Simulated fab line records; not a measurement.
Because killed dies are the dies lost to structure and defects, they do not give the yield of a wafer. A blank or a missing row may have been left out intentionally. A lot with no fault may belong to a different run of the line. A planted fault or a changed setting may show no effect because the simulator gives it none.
Which of the tools did it? -- flow gf180mcu -- 45 wafers from 15 lots sampled at 4 of the route's 602 steps

== WHAT THE GAUGES READ, wafer by wafer ==
No reading from a measuring or inspecting step in the record can be judged against a usual standard deviation.

== WHICH TOOL RAN EACH LOT (tool, then ch and the chambers of the sampled wafers, then the start) ==
lot,GF_CONTACT_SPUTTER_23,GF_M1_SPUTTER_03,GF_M1_EXPOSE_11,GF_M1_METAL_ETCH_16
L286,"pvd_sputter-03, day 16 06:13","pvd_sputter-02, day 16 07:00","krf_scanner-02 ch 0, day 16 19:06","rie_metal-04 ch 0, day 17 06:38"
L287,"pvd_sputter-01, day 16 11:57","pvd_sputter-03, day 16 12:44","krf_scanner-02 ch 0, day 17 00:35","rie_metal-04 ch 0,1, day 17 11:33"
L289,"pvd_sputter-01, day 17 13:49","pvd_sputter-03, day 17 14:35","krf_scanner-02 ch 0, day 18 02:45","rie_metal-04 ch 0,1, day 18 14:21"
L291,"pvd_sputter-01, day 18 06:31","pvd_sputter-02, day 18 07:29","krf_scanner-01 ch 0, day 18 20:05","rie_metal-03 ch 0,1, day 19 08:11"
L293,"pvd_sputter-03, day 18 16:51","pvd_sputter-02, day 18 17:38","krf_scanner-02 ch 0, day 19 06:12","rie_metal-04 ch 0,1, day 19 18:13"
L294,"pvd_sputter-03, day 18 22:44","pvd_sputter-04, day 18 23:31","krf_scanner-02 ch 0, day 19 11:23","rie_metal-02 ch 0,1, day 19 23:29"
L295,"pvd_sputter-02, day 19 13:06","pvd_sputter-04, day 19 13:53","krf_scanner-02 ch 0, day 20 02:46","rie_metal-03 ch 0, day 20 14:35"
L296,"pvd_sputter-01, day 20 05:02","pvd_sputter-02, day 20 05:51","krf_scanner-02 ch 0, day 20 17:29","rie_metal-03 ch 0,1, day 21 05:32"
L297,"pvd_sputter-03, day 20 09:11","pvd_sputter-02, day 20 09:58","krf_scanner-01 ch 0, day 20 22:32","rie_metal-02 ch 0,1, day 21 10:28"
L298,"pvd_sputter-03, day 20 11:31","pvd_sputter-03, day 20 13:47","krf_scanner-02 ch 0, day 21 01:52","rie_metal-03 ch 0,1, day 21 13:08"
L299,"pvd_sputter-02, day 21 00:34","pvd_sputter-04, day 21 01:21","krf_scanner-02, day 21 12:58","rie_metal-03 ch 0, day 22 01:02"
L300,"pvd_sputter-03, day 21 08:30","pvd_sputter-02, day 21 09:17","krf_scanner-01, day 21 21:10","rie_metal-04 ch 0,1, day 22 08:59"
L301,"pvd_sputter-02, day 21 18:43","pvd_sputter-04, day 21 19:29","krf_scanner-01, day 22 07:49","rie_metal-02 ch 0,1, day 22 18:32"
L307,"pvd_sputter-03, day 23 17:11","pvd_sputter-04, day 23 17:58","krf_scanner-01 ch 0, day 24 05:48","rie_metal-04 ch 0,1, day 24 16:26"
L309,"pvd_sputter-02, day 24 04:13","pvd_sputter-04, day 24 04:59","krf_scanner-02 ch 0, day 24 15:56","rie_metal-03 ch 0,1, day 25 02:20"
- GF_CONTACT_SPUTTER_23: material TiN, target thk 10 nm, time 40 s.
- GF_M1_SPUTTER_03: material Ti, target thk 10 nm, time 6.7 s.
- GF_M1_EXPOSE_11: exposes mask Metal1, target cd 230 nm.
- GF_M1_METAL_ETCH_16: etches the open film in Cl2/BCl3, stops on SiO2, target depth 750.8 nm, time 125.1 s.

== AS READ BY THE TOOLS THEMSELVES (means over the sampled wafers that have a number; for cases with no such wafer, the mark the record gives instead) ==
GF_CONTACT_SPUTTER_23. Usual: 29.8 % for throttle_valve_pct, sd 0.54.
lot,tool,throttle_valve_pct (%),flag
L286,pvd_sputter-03,29.7,
L287,pvd_sputter-01,29.7,
L289,pvd_sputter-01,30.1,
L291,pvd_sputter-01,29.8,
L293,pvd_sputter-03,30.1,
L294,pvd_sputter-03,30.0,
L295,pvd_sputter-02,29.7,
L296,pvd_sputter-01,29.9,
L297,pvd_sputter-03,29.9,
L298,pvd_sputter-03,29.4,
L299,pvd_sputter-02,30.1,
L300,pvd_sputter-03,29.8,
L301,pvd_sputter-02,30.2,
L307,pvd_sputter-03,30.0,
L309,pvd_sputter-02,29.9,

GF_M1_SPUTTER_03. Usual: 29.9 % for throttle_valve_pct, sd 0.91.
lot,tool,throttle_valve_pct (%),flag
L286,pvd_sputter-02,29.8,
L287,pvd_sputter-03,29.9,
L289,pvd_sputter-03,29.8,
L291,pvd_sputter-02,29.6,
L293,pvd_sputter-02,29.5,
L294,pvd_sputter-04,29.9,
L295,pvd_sputter-04,29.3,
L296,pvd_sputter-02,29.8,
L297,pvd_sputter-02,30.2,
L298,pvd_sputter-03,30.0,
L299,pvd_sputter-04,29.7,
L300,pvd_sputter-02,29.6,
L301,pvd_sputter-04,30.3,
L307,pvd_sputter-04,29.2,
L309,pvd_sputter-04,29.7,

GF_M1_EXPOSE_11. Usual: exposure_dose_mJ_cm2 27.973, standard deviation 0.029; focus_offset_nm 0.0 nm, standard deviation 0.49.
lot,tool,exposure_dose_mJ_cm2,focus_offset_nm (nm),flag
L286,krf_scanner-02,27.989,0.1,
L287,krf_scanner-02,27.993,0.4,
L289,krf_scanner-02,27.961,0.6,
L291,krf_scanner-01,27.968,-0.5,
L293,krf_scanner-02,27.979,0.1,
L294,krf_scanner-02,27.981,0.0,
L295,krf_scanner-02,27.984,0.1,
L296,krf_scanner-02,27.996,-0.9,
L297,krf_scanner-01,27.970,-0.3,
L298,krf_scanner-02,27.971,0.0,
L299,krf_scanner-02,-,-,OFF
L300,krf_scanner-01,-,-,OFF
L301,krf_scanner-01,-,-,OFF
L307,krf_scanner-01,27.937,0.1,
L309,krf_scanner-02,27.974,0.2,

GF_M1_METAL_ETCH_16. Usual: drypump_motor_current_A 6.0 A, standard deviation 0.57; he_backside_leak_sccm 3.35 sccm, standard deviation 0.3; oes_product_au 0.993 a.u., standard deviation 0.0059; throttle_valve_pct 28.225 %, standard deviation 0.0091.
lot,tool,drypump_motor_current_A (A),he_backside_leak_sccm (sccm),oes_product_au (a.u.),throttle_valve_pct (%),flag
L286,rie_metal-04,5.9,2.98,0.997,28.221,
L287,rie_metal-04,5.8,3.52,0.994,28.227,
L289,rie_metal-04,5.9,3.30,0.993,28.231,
L291,rie_metal-03,6.7,3.48,0.992,28.232,
L293,rie_metal-04,5.9,3.24,1.001,28.222,
L294,rie_metal-02,5.5,3.16,0.990,28.231,
L295,rie_metal-03,6.8,3.50,0.994,28.238,
L296,rie_metal-03,6.5,3.50,0.994,28.221,
L297,rie_metal-02,5.3,3.20,0.989,28.231,
L298,rie_metal-03,6.5,3.50,0.992,28.233,
L299,rie_metal-03,6.8,3.36,0.994,28.222,
L300,rie_metal-04,5.9,3.19,0.997,28.215,
L301,rie_metal-02,5.5,3.23,0.993,28.228,
L307,rie_metal-04,5.8,3.36,0.994,28.224,
L309,rie_metal-03,6.5,3.35,0.998,28.221,

== THE ANSWER, worked out from the rows above alone ==
Rule: a lot counts as off when the mean over its wafers that have a number is more than 3 standard deviations away from the usual mean. A lot without any number at a reading at which 4 lots or more have one is off too. The other lots that the step has rows for count as sound. The gauges are gone through in route order, then the tools' own readings, and for those a lot's mean is taken as printed above. At the first step where some lot is off, the reading lying furthest off is the one used; lots without a number count as furthest.
Off, at GF_M1_EXPOSE_11 on exposure_dose_mJ_cm2: L299, L300, L301. Without a number there: L299, L300, L301.
A tool fits if, at that step or a process step before it, it ran every lot that is off, and no sound lot after the first of them. Not one of the candidates tried fits.

== WHAT WAS PUT IN BY THE SIMULATOR ==
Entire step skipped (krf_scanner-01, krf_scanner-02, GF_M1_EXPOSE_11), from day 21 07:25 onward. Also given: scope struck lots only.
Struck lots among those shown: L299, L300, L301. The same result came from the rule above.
